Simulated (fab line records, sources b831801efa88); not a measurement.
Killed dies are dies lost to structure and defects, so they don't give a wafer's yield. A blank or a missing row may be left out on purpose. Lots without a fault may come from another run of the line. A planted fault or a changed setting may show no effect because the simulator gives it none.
Which tool did it? | flow gf180mcu | 12 lots, 36 wafers sampled, at 3 steps of a route of 602

WHAT THE GAUGES READ, wafer by wafer
GF_NSD_TW_MEAS_12.
lot  | measured     | on            | NSD_TW
L780 | day 12 15:23 | film_metro-02 | 4195 4207 4197
L782 | day 13 13:17 | film_metro-02 | 4209 4208 4187
L783 | day 13 15:01 | film_metro-02 | 4200 4221 4225
L784 | day 13 21:29 | film_metro-02 | 4226 4193 4199
L785 | day 14 06:10 | film_metro-02 | 4201 4173 4197
L789 | day 17 03:56 | film_metro-04 | 4290 4300 4291
L791 | day 17 05:56 | film_metro-04 | 4321 4281 4272
L792 | day 17 06:00 | film_metro-01 | 4242 4254 4257
L797 | day 19 15:27 | film_metro-01 | 4238 4237 4226
L798 | day 20 03:13 | film_metro-04 | 4279 4269 4263
L799 | day 20 21:57 | film_metro-04 | 4245 4258 4246
L801 | day 21 06:16 | film_metro-02 | 4229 4230 4230

WHICH TOOL RAN EACH LOT (tool, then ch and the chambers of the sampled wafers, then the start)
lot  | GF_STI_ETCH_13                    | GF_STI_STRIP_15
L780 | rie_diel-02 ch 1,2,3, day 2 00:45 | plasma_asher-01 ch 0,1, day 2 00:54
L782 | rie_diel-01 ch 0,3, day 2 12:55   | plasma_asher-03 ch 0,1, day 2 13:04
L783 | rie_diel-02 ch 0,2,3, day 2 17:12 | plasma_asher-04 ch 0,1, day 2 17:21
L784 | rie_diel-01 ch 0,2, day 2 21:37   | plasma_asher-03 ch 0,1, day 2 21:47
L785 | rie_diel-03 ch 0,3, day 3 02:51   | plasma_asher-03 ch 0,1, day 3 03:00
L789 | rie_diel-01 ch 1,2,3, day 4 05:27 | plasma_asher-01 ch 0,1, day 4 05:37
L791 | rie_diel-02 ch 0,1,3, day 4 06:10 | plasma_asher-01 ch 0,1, day 4 06:20
L792 | rie_diel-03 ch 1,3, day 4 07:34   | plasma_asher-01 ch 0,1, day 4 07:43
L797 | rie_diel-01 ch 0,1,3, day 5 17:16 | plasma_asher-04 ch 0,1, day 5 17:25
L798 | rie_diel-01 ch 0,2,3, day 5 22:55 | plasma_asher-03 ch 0,1, day 5 23:05
L799 | rie_diel-01 ch 2,3, day 6 03:46   | plasma_asher-01 ch 0,1, day 6 03:56
L801 | rie_diel-01 ch 0,1,2, day 6 13:51 | plasma_asher-04 ch 0,1, day 6 14:00
- GF_STI_ETCH_13: etches the open film in CHF3/O2, stops on Si, target depth 282.31 nm, time 112.9 s.
- GF_STI_STRIP_15: strips in O2/N2.

WHAT THE TOOLS THEMSELVES READ (means of the sampled wafers that have a number; where no wafer has one, the mark that the record gives instead)
GF_STI_ETCH_13.
lot  | tool        | drypump_motor_current_A (A) | oes_product_au (a.u.) | run_length_s (s) | throttle_valve_pct (%)
L780 | rie_diel-02 | 5.8                         | 0.834                 | 141.8            | 8.817
L782 | rie_diel-01 | 5.8                         | 0.830                 | 141.0            | 8.814
L783 | rie_diel-02 | 5.8                         | 0.833                 | 141.9            | 8.803
L784 | rie_diel-01 | 5.9                         | 0.841                 | 141.4            | 8.815
L785 | rie_diel-03 | 6.2                         | 0.827                 | 140.5            | 8.805
L789 | rie_diel-01 | 5.3                         | 0.839                 | 141.1            | 8.824
L791 | rie_diel-02 | 5.7                         | 0.830                 | 141.6            | 8.810
L792 | rie_diel-03 | 6.2                         | 0.836                 | 141.6            | 8.809
L797 | rie_diel-01 | 5.5                         | 0.842                 | 140.9            | 8.803
L798 | rie_diel-01 | 5.9                         | 0.949                 | 126.9            | 8.857
L799 | rie_diel-01 | 5.7                         | 0.891                 | 134.1            | 8.834
L801 | rie_diel-01 | 5.6                         | 0.944                 | 126.9            | 8.843

GF_STI_STRIP_15.
lot  | tool            | drypump_motor_current_A (A) | heater_power_w (W) | oes_product_au (a.u.) | strip_time_to_endpoint_s (s)
L780 | plasma_asher-01 | 5.57                        | 321                | 0.376                 | 3.68
L782 | plasma_asher-03 | 5.54                        | 258                | 0.384                 | 3.79
L783 | plasma_asher-04 | 5.53                        | 330                | 0.385                 | 3.69
L784 | plasma_asher-03 | 5.51                        | 257                | 0.382                 | 3.72
L785 | plasma_asher-03 | 5.50                        | 257                | 0.383                 | 3.66
L789 | plasma_asher-01 | 5.59                        | 325                | 0.387                 | 3.74
L791 | plasma_asher-01 | 5.58                        | 328                | 0.387                 | 3.72
L792 | plasma_asher-01 | 5.56                        | 326                | 0.386                 | 3.78
L797 | plasma_asher-04 | 5.34                        | 352                | 0.388                 | 3.79
L798 | plasma_asher-03 | 5.49                        | 262                | 0.396                 | 4.04
L799 | plasma_asher-01 | 5.59                        | 325                | 0.390                 | 3.90
L801 | plasma_asher-04 | 5.35                        | 352                | 0.397                 | 4.08

THE ANSWER, worked out from the rows above alone
Rule: what is usual is taken from the lots themselves. Put in order of their means at a reading, lots are off if they are a third of the lots or fewer, leave a main group of 4 or more, and stand apart from it by a gap of 3 or more times the standard deviation of the main group's means; of several such gaps the widest counts. A main group whose means are all the same, to the digits that the tables above print for the reading, isn't used. A lot without any number at a reading at which 4 lots or more have one is off too. The other lots that the step has rows for count as sound. The gauges are gone through in route order, then the tools' own readings, and for those a lot's mean is taken as printed above. The first step at which some lot is off is used, and at that step the reading that is off furthest; a lot without a number counts as furthest.
Off: L798, L799, L801, at GF_STI_ETCH_13 (run_length_s). The main group: mean 141.3 s, standard deviation 0.44.
A tool fits if, at that step or a process step before it, it ran every lot that is off, and no sound lot after the first of them. One fits: rie_diel-01 at GF_STI_ETCH_13. Its last sound lot is L797 (day 5 17:16), its first lot that is off L798 (day 5 22:55): a fault that began between those two fits.
The tool's own readings at GF_STI_ETCH_13 bear it out: on the lots that are off they differ by more than 5 times the standard deviation of the sound lots' means. oes_product_au reads 0.928 a.u. there against 0.835 a.u. on the sound lots; run_length_s reads 129.3 s there against 141.3 s on the sound lots; throttle_valve_pct reads 8.845 % there against 8.811 % on the sound lots.

WHAT THE SIMULATOR HAD PUT IN
Process parameter drift: rie_diel-01, from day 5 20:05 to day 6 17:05, at GF_STI_ETCH_13. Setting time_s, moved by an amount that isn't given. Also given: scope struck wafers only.
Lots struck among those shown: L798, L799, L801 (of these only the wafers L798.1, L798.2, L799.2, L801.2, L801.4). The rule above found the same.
